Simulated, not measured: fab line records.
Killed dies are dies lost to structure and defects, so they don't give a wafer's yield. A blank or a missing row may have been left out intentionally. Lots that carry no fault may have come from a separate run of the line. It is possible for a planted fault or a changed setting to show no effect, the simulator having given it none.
Which tool is to blame? + flow sky130 + 24 lots with 72 wafers sampled at 5 steps, on a route of 708 steps

== WHAT THE GAUGES READ, wafer by wafer ==
SKY_CONTACT_BOW_MEAS_05. Usual: CONTACT_BOW typically reads 81 um, with standard deviation 6.5.
| lot  | measured     | on            | CONTACT_BOW (um) | flag |
|------|--------------|---------------|------------------|------|
| L075 | day 30 23:57 | film metro-03 | 87 85 89         |      |
| L074 | day 31 02:41 | film metro-01 | 79 80 85         |      |
| L076 | day 31 07:43 | film metro-04 | 86 82 88         |      |
| L077 | day 31 08:41 | film metro-01 | 74 85 92         |      |
| L078 | day 31 15:08 | film metro-03 | 82 95 81         |      |
| L079 | day 32 03:44 | film metro-03 | 75 76 85         |      |
| L080 | day 32 16:20 | film metro-04 | 80 80 72         |      |
| L081 | day 33 03:21 | film metro-01 | 88 85 88         |      |
| L082 | day 33 14:50 | film metro-04 | 73 90 74         |      |
| L083 | day 34 09:19 | film metro-01 | 87 94 87         |      |
| L084 | day 34 03:13 | film metro-04 | 74 77 84         |      |
| L085 | day 34 13:22 | film metro-04 | 87 67 76         |      |
| L086 | day 34 19:07 | film metro-03 | 83 75 80         |      |
| L087 | day 35 06:13 | film metro-03 | 83 74 78         |      |
| L089 | day 35 12:23 | film metro-04 | 74 84 74         |      |
| L088 | day 35 10:50 | film metro-03 | 88 75 92         |      |
| L090 | day 35 23:56 | film metro-01 | 79 88 83         |      |
| L091 | day 36 04:16 | film metro-01 | 96 86 88         |      |
| L092 | day 36 09:17 | film metro-01 | 84 87 91         |      |
| L093 | day 36 19:32 | film metro-04 | 92 87 91         |      |
| L094 | day 36 21:24 | film metro-01 | 78 82 86         |      |
| L095 | day 37 03:03 | film metro-03 | 77 89 90         |      |
| L096 | day 37 15:27 | film metro-01 | 79 86 91         |      |
| L097 | day 37 19:35 | film metro-01 | 79 83 73         |      |

== EACH LOT AND THE TOOL THAT RAN IT (in order: tool; ch and the chambers of the sampled wafers; start) ==
| lot  | SKY_VT_ADJUST_LVTN_STRIP_09          | SKY_SPACER_ETCHBACK_02             | SKY_LI_CONTACT_CMP_02         | SKY_LI_CONTACT_CMP_24         |
|------|--------------------------------------|------------------------------------|-------------------------------|-------------------------------|
| L075 | plasma asher-04 ch 0,1, day 7 06:08  | rie diel-01 ch 2,3, day 23 10:10   | cmp-02 ch 1,2, day 28 11:26   | cmp-02 ch 0,1,3, day 29 17:51 |
| L074 | plasma asher-01 ch 0,1, day 7 07:46  | rie diel-01 ch 0,1,2, day 23 12:25 | cmp-01 ch 1,2, day 28 14:25   | cmp-01 ch 0,2, day 29 20:25   |
| L076 | plasma asher-04 ch 1, day 7 10:33    | rie diel-04 ch 0,1, day 23 18:35   | cmp-02 ch 0,1,3, day 28 19:25 | cmp-01 ch 0,1,2, day 30 01:36 |
| L077 | plasma asher-01 ch 1, day 7 12:42    | rie diel-02 ch 0,1, day 23 19:47   | cmp-01 ch 0,3, day 28 20:13   | cmp-02 ch 0,1,2, day 30 02:54 |
| L078 | plasma asher-02 ch 0,1, day 7 17:17  | rie diel-02 ch 1,2,3, day 24 02:16 | cmp-02 ch 2,3, day 29 02:43   | cmp-02 ch 0,1, day 30 08:22   |
| L079 | plasma asher-02 ch 0,1, day 8 03:50  | rie diel-04 ch 0,1,2, day 24 16:19 | cmp-01 ch 0,3, day 29 16:08   | cmp-01 ch 0,2,3, day 30 21:48 |
| L080 | plasma asher-01 ch 0,1, day 8 14:08  | rie diel-04 ch 1,2,3, day 25 04:08 | cmp-01 ch 2,3, day 30 04:22   | cmp-02 ch 1,2,3, day 31 10:17 |
| L081 | plasma asher-04 ch 0,1, day 8 23:06  | rie diel-01 ch 2,3, day 25 18:01   | cmp-02 ch 0,1,3, day 30 15:53 | cmp-01 ch 1,2,3, day 31 21:39 |
| L082 | plasma asher-02 ch 0,1, day 9 09:02  | rie diel-04 ch 0,2,3, day 26 07:16 | cmp-02 ch 0,2,3, day 31 04:29 | cmp-02 ch 0,2,3, day 32 09:41 |
| L083 | plasma asher-02 ch 0, day 9 17:17    | rie diel-01 ch 0,3, day 27 00:29   | cmp-01 ch 0,2, day 31 23:01   | cmp-02 ch 0,2, day 33 04:45   |
| L084 | plasma asher-02 ch 0,1, day 9 19:11  | rie diel-04 ch 1,2,3, day 26 21:05 | cmp-02 ch 1,2, day 31 16:55   | cmp-01 ch 2,3, day 32 22:12   |
| L085 | plasma asher-01 ch 0,1, day 10 06:26 | rie diel-02 ch 0,1,3, day 27 07:36 | cmp-01 ch 0,1,2, day 32 04:02 | cmp-02 ch 0,2,3, day 33 08:53 |
| L086 | plasma asher-02 ch 0,1, day 10 08:26 | rie diel-02 ch 1,2, day 27 12:53   | cmp-01 ch 1,2,3, day 32 10:04 | cmp-02 ch 2,3, day 33 14:56   |
| L087 | plasma asher-04 ch 0,1, day 10 19:53 | rie diel-04 ch 1,2, day 28 03:20   | cmp-02 ch 0,3, day 32 21:37   | cmp-01 ch 0,2,3, day 34 02:41 |
| L089 | plasma asher-02 ch 0,1, day 10 23:26 | rie diel-04 ch 1,2, day 28 09:03   | cmp-01 ch 2,3, day 33 04:29   | cmp-02 ch 0,1,3, day 34 08:38 |
| L088 | plasma asher-04 ch 0,1, day 10 23:53 | rie diel-04 ch 1,2,3, day 28 06:40 | cmp-01 ch 0,2,3, day 33 02:47 | cmp-02 ch 0,2,3, day 34 07:06 |
| L090 | plasma asher-01 ch 0,1, day 11 08:39 | rie diel-04 ch 1,2, day 28 19:58   | cmp-02 ch 0,2,3, day 33 16:02 | cmp-02 ch 1,2,3, day 34 20:08 |
| L091 | plasma asher-04 ch 0,1, day 11 14:56 | rie diel-02 ch 1,2,3, day 29 02:40 | cmp-01 ch 0,1, day 33 21:22   | cmp-02 ch 0,1,3, day 35 00:53 |
| L092 | plasma asher-01 ch 0,1, day 11 22:27 | rie diel-01 ch 0,3, day 29 09:04   | cmp-02 ch 0,3, day 34 02:19   | cmp-02 ch 1,2, day 35 05:37   |
| L093 | plasma asher-02 ch 0,1, day 12 04:32 | rie diel-04 ch 2,3, day 29 20:49   | cmp-01 ch 2,3, day 34 12:25   | cmp-01 ch 2,3, day 35 16:04   |
| L094 | plasma asher-04 ch 0,1, day 12 10:09 | rie diel-04 ch 0,1,3, day 29 23:04 | cmp-02 ch 0,1, day 34 14:49   | cmp-01 ch 0,1, day 35 18:29   |
| L095 | plasma asher-01 ch 0,1, day 12 11:56 | rie diel-02 ch 0,1,2, day 30 02:02 | cmp-01 ch 0,1, day 34 19:35   | cmp-01 ch 1,2, day 35 22:59   |
| L096 | plasma asher-01 ch 0,1, day 12 19:09 | rie diel-02 ch 0,1,2, day 30 18:19 | cmp-02 ch 0,1,3, day 35 09:52 | cmp-01 ch 1,2,3, day 36 12:08 |
| L097 | plasma asher-01 ch 0,1, day 13 02:56 | rie diel-04 ch 1,2,3, day 30 23:15 | cmp-02 ch 0,1,3, day 35 12:59 | cmp-01 ch 1,2,3, day 36 16:26 |
- SKY_VT_ADJUST_LVTN_STRIP_09: strips in O2/N2.
- SKY_SPACER_ETCHBACK_02: etches Si3N4 in CH3F/O2, stops on SiO2, time 46.7 s, target depth 45 nm.
- SKY_LI_CONTACT_CMP_02: polishes PSG.
- SKY_LI_CONTACT_CMP_24: polishes, stops on PSG, t overpolish 20 s, target thk 0 nm.

== AS READ BY THE TOOLS THEMSELVES (means over the sampled wafers that have a number; for cases with no such wafer, the mark the record gives instead) ==
SKY_VT_ADJUST_LVTN_STRIP_09. Usual: drypump motor current A 5.6 A, standard deviation 0.46; oes product au 0.722 a.u., standard deviation 0.0042; strip time to endpoint s 36.94 s, standard deviation 0.092.
| lot  | tool            | drypump motor current A (A) | oes product au (a.u.) | strip time to endpoint s (s) | flag |
|------|-----------------|-----------------------------|-----------------------|------------------------------|------|
| L075 | plasma asher-04 | 5.5                         | 0.725                 | 36.97                        |      |
| L074 | plasma asher-01 | 5.5                         | 0.723                 | 36.89                        |      |
| L076 | plasma asher-04 | 5.3                         | 0.719                 | 36.98                        |      |
| L077 | plasma asher-01 | 4.7                         | 0.723                 | 37.02                        |      |
| L078 | plasma asher-02 | 6.0                         | 0.722                 | 36.89                        |      |
| L079 | plasma asher-02 | 5.9                         | 0.724                 | 37.07                        |      |
| L080 | plasma asher-01 | 5.5                         | 0.721                 | 36.79                        |      |
| L081 | plasma asher-04 | 5.4                         | 0.722                 | 36.80                        |      |
| L082 | plasma asher-02 | 5.9                         | 0.721                 | 36.96                        |      |
| L083 | plasma asher-02 | 6.1                         | 0.719                 | 36.97                        |      |
| L084 | plasma asher-02 | 6.0                         | 0.718                 | 36.87                        |      |
| L085 | plasma asher-01 | 5.5                         | 0.722                 | 36.85                        |      |
| L086 | plasma asher-02 | 6.0                         | 0.726                 | 36.94                        |      |
| L087 | plasma asher-04 | 5.4                         | 0.727                 | 36.97                        |      |
| L089 | plasma asher-02 | 5.9                         | 0.721                 | 36.96                        |      |
| L088 | plasma asher-04 | 5.4                         | 0.724                 | 37.01                        |      |
| L090 | plasma asher-01 | 5.1                         | 0.725                 | 36.92                        |      |
| L091 | plasma asher-04 | 5.4                         | 0.722                 | 36.94                        |      |
| L092 | plasma asher-01 | 5.5                         | 0.723                 | 36.83                        |      |
| L093 | plasma asher-02 | 5.9                         | 0.726                 | 36.90                        |      |
| L094 | plasma asher-04 | 5.4                         | 0.727                 | 37.04                        |      |
| L095 | plasma asher-01 | 5.1                         | 0.724                 | 37.04                        |      |
| L096 | plasma asher-01 | 5.5                         | 0.722                 | 37.07                        |      |
| L097 | plasma asher-01 | 5.2                         | 0.723                 | 37.03                        |      |

SKY_SPACER_ETCHBACK_02. Usual: drypump motor current A 5.9 A, standard deviation 0.47; oes product au 0.854 a.u., standard deviation 0.007; throttle valve pct 10.562 %, standard deviation 0.009.
| lot  | tool        | drypump motor current A (A) | oes product au (a.u.) | throttle valve pct (%) | flag |
|------|-------------|-----------------------------|-----------------------|------------------------|------|
| L075 | rie diel-01 | 5.7                         | 0.845                 | 10.571                 |      |
| L074 | rie diel-01 | 5.6                         | 0.850                 | 10.559                 |      |
| L076 | rie diel-04 | 5.6                         | 0.854                 | 10.560                 |      |
| L077 | rie diel-02 | 6.1                         | 0.848                 | 10.555                 |      |
| L078 | rie diel-02 | 6.1                         | 0.857                 | 10.554                 |      |
| L079 | rie diel-04 | 5.5                         | 0.851                 | 10.564                 |      |
| L080 | rie diel-04 | 5.9                         | 0.854                 | 10.560                 |      |
| L081 | rie diel-01 | 5.7                         | 0.856                 | 10.558                 |      |
| L082 | rie diel-04 | 5.9                         | 0.855                 | 10.560                 |      |
| L083 | rie diel-01 | 5.9                         | 0.852                 | 10.554                 |      |
| L084 | rie diel-04 | 5.9                         | 0.853                 | 10.573                 |      |
| L085 | rie diel-02 | 6.0                         | 0.848                 | 10.565                 |      |
| L086 | rie diel-02 | 6.2                         | 0.860                 | 10.563                 |      |
| L087 | rie diel-04 | 5.6                         | 0.860                 | 10.558                 |      |
| L089 | rie diel-04 | 5.6                         | 0.856                 | 10.561                 |      |
| L088 | rie diel-04 | 5.9                         | 0.862                 | 10.565                 |      |
| L090 | rie diel-04 | 5.5                         | 0.855                 | 10.562                 |      |
| L091 | rie diel-02 | 6.1                         | 0.853                 | 10.559                 |      |
| L092 | rie diel-01 | 6.0                         | 0.847                 | 10.559                 |      |
| L093 | rie diel-04 | 6.3                         | 0.851                 | 10.567                 |      |
| L094 | rie diel-04 | 5.9                         | 0.855                 | 10.563                 |      |
| L095 | rie diel-02 | 6.0                         | 0.852                 | 10.551                 |      |
| L096 | rie diel-02 | 6.0                         | 0.865                 | 10.559                 |      |
| L097 | rie diel-04 | 5.9                         | 0.862                 | 10.568                 |      |

SKY_LI_CONTACT_CMP_02. Usual: motor current A 12.4 A, standard deviation 1.3; slurry flow ml min 150.0, standard deviation 0.47; time to endpoint s 32.4 s, standard deviation 2.9.
| lot  | tool   | motor current A (A) | slurry flow ml min | time to endpoint s (s) | flag |
|------|--------|---------------------|--------------------|------------------------|------|
| L075 | cmp-02 | 13.9                | 150.3              | 35.7                   |      |
| L074 | cmp-01 | 13.6                | 149.7              | 30.1                   |      |
| L076 | cmp-02 | 12.6                | 149.6              | 36.6                   |      |
| L077 | cmp-01 | 11.7                | 150.1              | 36.4                   |      |
| L078 | cmp-02 | 11.6                | 149.9              | 36.3                   |      |
| L079 | cmp-01 | 11.8                | 150.1              | 30.0                   |      |
| L080 | cmp-01 | 12.5                | 149.8              | 35.6                   |      |
| L081 | cmp-02 | 12.8                | 150.0              | 33.1                   |      |
| L082 | cmp-02 | 11.3                | 150.4              | 33.7                   |      |
| L083 | cmp-01 | 12.8                | 149.8              | 31.9                   |      |
| L084 | cmp-02 | 13.9                | 149.4              | 29.3                   |      |
| L085 | cmp-01 | 12.2                | 149.5              | 29.6                   |      |
| L086 | cmp-01 | 12.2                | 149.6              | 29.3                   |      |
| L087 | cmp-02 | 11.7                | 150.1              | 31.9                   |      |
| L089 | cmp-01 | 12.4                | 150.3              | 33.9                   |      |
| L088 | cmp-01 | 12.4                | 149.9              | 33.0                   |      |
| L090 | cmp-02 | 11.4                | 150.0              | 33.5                   |      |
| L091 | cmp-01 | 12.4                | 150.0              | 29.7                   |      |
| L092 | cmp-02 | 11.7                | 150.2              | 32.9                   |      |
| L093 | cmp-01 | 11.9                | 150.0              | 32.9                   |      |
| L094 | cmp-02 | 14.2                | 150.0              | 33.7                   |      |
| L095 | cmp-01 | 12.7                | 150.2              | 30.4                   |      |
| L096 | cmp-02 | 12.8                | 150.4              | 32.0                   |      |
| L097 | cmp-02 | 12.6                | 150.4              | 31.4                   |      |

SKY_LI_CONTACT_CMP_24. Usual: motor current A 11.4 A, standard deviation 1.2; overpolish run s 20.000 s, standard deviation 0.0092; slurry flow ml min 150.0, standard deviation 0.48; time to endpoint s 96 s, standard deviation 3.7.
| lot  | tool   | motor current A (A) | overpolish run s (s) | slurry flow ml min | time to endpoint s (s) | flag |
|------|--------|---------------------|----------------------|--------------------|------------------------|------|
| L075 | cmp-02 | 11.8                | 19.984               | 149.7              | 99                     |      |
| L074 | cmp-01 | 12.1                | 20.000               | 149.7              | 95                     |      |
| L076 | cmp-01 | 11.7                | 19.997               | 150.1              | 94                     |      |
| L077 | cmp-02 | 11.3                | 20.006               | 149.9              | 99                     |      |
| L078 | cmp-02 | 12.2                | 19.989               | 150.0              | 97                     |      |
| L079 | cmp-01 | 11.2                | 19.998               | 149.9              | 97                     |      |
| L080 | cmp-02 | 11.5                | 20.003               | 150.3              | 99                     |      |
| L081 | cmp-01 | 11.6                | 20.003               | 149.5              | 95                     |      |
| L082 | cmp-02 | 10.6                | 19.996               | 149.8              | 97                     |      |
| L083 | cmp-02 | 10.7                | 19.994               | 150.0              | 98                     |      |
| L084 | cmp-01 | 11.1                | 19.996               | 150.3              | 95                     |      |
| L085 | cmp-02 | 10.4                | 19.999               | 150.6              | 96                     |      |
| L086 | cmp-02 | 10.7                | 20.009               | 150.1              | 96                     |      |
| L087 | cmp-01 | 11.2                | 19.999               | 150.0              | 95                     |      |
| L089 | cmp-02 | 11.6                | 20.006               | 149.4              | 92                     |      |
| L088 | cmp-02 | 10.4                | 20.006               | 150.4              | 97                     |      |
| L090 | cmp-02 | 11.6                | 19.996               | 149.9              | 96                     |      |
| L091 | cmp-02 | 12.2                | 20.003               | 149.7              | 97                     |      |
| L092 | cmp-02 | 13.2                | 19.994               | 149.2              | 98                     |      |
| L093 | cmp-01 | 11.8                | 19.998               | 150.2              | 95                     |      |
| L094 | cmp-01 | 10.8                | 19.999               | 149.6              | 91                     |      |
| L095 | cmp-01 | 11.6                | 20.009               | 150.0              | 91                     |      |
| L096 | cmp-01 | 11.5                | 19.992               | 149.6              | 90                     |      |
| L097 | cmp-01 | 11.2                | 19.995               | 150.0              | 91                     |      |

== THE ANSWER, worked out from the rows above alone ==
Rule: a lot counts as off when the mean over its wafers that have a number is more than 3 standard deviations away from the usual mean. A lot without any number at a reading at which 4 lots or more have one is off too. The other lots that the step has rows for count as sound. Order of review: gauges by route order, followed by the tools' own readings, for which a lot's mean as printed above is used. At the first step where some lot is off, the reading lying furthest off is the one used; lots without a number count as furthest.
None of the lots is off at any reading shown; this tells nothing.

== WHAT WAS PUT IN BY THE SIMULATOR ==
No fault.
